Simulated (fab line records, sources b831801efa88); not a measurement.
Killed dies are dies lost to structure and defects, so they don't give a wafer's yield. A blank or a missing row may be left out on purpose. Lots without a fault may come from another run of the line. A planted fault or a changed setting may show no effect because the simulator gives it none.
Tool commonality check | flow sky130 | 13 lots, 39 wafers sampled

WHY IT WAS OPENED
At SKY_SONOS_TUNNEL_TW_MEAS_12 the reading SONOS_TUNNEL_TW is flagged on 3 of 13 lots. Wafers without a fault read 199.0, standard deviation 1.2.
Rule: a lot is flagged when every wafer of it that has a number lies more than 4 standard deviations from that mean, or none has a number. The other lots count as sound.

lot  | measured     | on            | SONOS_TUNNEL_TW, wafer by wafer | flag
L209 | day 11 14:35 | film_metro-04 | 200.5 200.4 199.0               |
L210 | day 11 21:27 | film_metro-02 | 197.4 198.5 198.9               |
L212 | day 12 18:58 | film_metro-04 | 199.7 198.8 199.4               |
L213 | day 12 21:27 | film_metro-04 | 198.5 199.6 198.8               |
L214 | day 13 13:40 | film_metro-02 | 200.4 199.9 199.8               |
L217 | day 14 06:41 | film_metro-02 | 198.8 199.7 201.0               |
L218 | day 14 14:37 | film_metro-04 | 199.6 199.8 199.2               |
L222 | day 15 17:56 | film_metro-02 | 191.1 190.9 190.0               | FLAGGED
L223 | day 15 23:06 | film_metro-02 | 190.3 189.9 190.1               | FLAGGED
L224 | day 16 10:56 | film_metro-03 | 188.4 188.4 189.1               | FLAGGED
L227 | day 17 08:46 | film_metro-04 | 200.9 199.0 199.6               |
L229 | day 17 22:53 | film_metro-03 | 195.3 195.0 196.1               |
L232 | day 19 01:49 | film_metro-03 | 197.6 196.7 197.7               |
The numbers of the flagged lots are 189.8 on average: -9.2 against the usual, or -8 standard deviations.

WHICH TOOL RAN EACH LOT
The record holds 1 process step before the reading, out of a route of 708 steps. In each cell: the tool, then ch and the chambers that the sampled wafers went through, then the start.
lot  | flag    | SKY_SONOS_TUNNEL_IMPLANT_09
L209 |         | implanter-04 ch 0, day 11 14:11
L210 |         | implanter-04 ch 0, day 11 21:02
L212 |         | implanter-01 ch 0, day 12 18:35
L213 |         | implanter-01 ch 0, day 12 21:02
L214 |         | implanter-03 ch 0, day 13 13:16
L217 |         | implanter-03 ch 0, day 14 06:13
L218 |         | implanter-04 ch 0, day 14 14:13
L222 | FLAGGED | implanter-01 ch 0, day 15 17:31
L223 | FLAGGED | implanter-01 ch 0, day 15 22:43
L224 | FLAGGED | implanter-01 ch 0, day 16 10:31
L227 |         | implanter-03 ch 0, day 17 08:14
L229 |         | implanter-03 ch 0, day 17 22:29
L232 |         | implanter-01 ch 0, day 19 01:25
What these steps do:
- SKY_SONOS_TUNNEL_IMPLANT_09
- SKY_SONOS_TUNNEL_TW_MEAS_12

FLAGGED OVER TOTAL, TOOL BY TOOL (the gauges that took the reading come last)
step                        | tool          | lots run | flagged | share of the flagged lots | sound lots run after its first flagged lot
SKY_SONOS_TUNNEL_IMPLANT_09 | implanter-01  | 6        | 3       | all                       | 1 (L232)
SKY_SONOS_TUNNEL_IMPLANT_09 | implanter-03  | 4        | 0       | none                      | -
SKY_SONOS_TUNNEL_IMPLANT_09 | implanter-04  | 3        | 0       | none                      | -
SKY_SONOS_TUNNEL_TW_MEAS_12 | film_metro-02 | 5        | 2       | some                      | 0
SKY_SONOS_TUNNEL_TW_MEAS_12 | film_metro-03 | 3        | 1       | some                      | 2 (L229,L232)
SKY_SONOS_TUNNEL_TW_MEAS_12 | film_metro-04 | 5        | 0       | none                      | -

WHAT THE TABLE ALLOWS
1 row of the table ran every flagged lot: implanter-01 at SKY_SONOS_TUNNEL_IMPLANT_09.
- implanter-01 at SKY_SONOS_TUNNEL_IMPLANT_09: 3 of its 6 lots flagged. Sound lots ran on it after the first flagged one (L232), which a lasting fault on the whole tool wouldn't allow. Its own readings lie more than 4 standard deviations out on every wafer of the flagged lots: beam_on_s, faraday_current_uA.
No row of the table ran every flagged lot and no sound lot after the first.

WHAT THE SIMULATOR HAD PUT IN
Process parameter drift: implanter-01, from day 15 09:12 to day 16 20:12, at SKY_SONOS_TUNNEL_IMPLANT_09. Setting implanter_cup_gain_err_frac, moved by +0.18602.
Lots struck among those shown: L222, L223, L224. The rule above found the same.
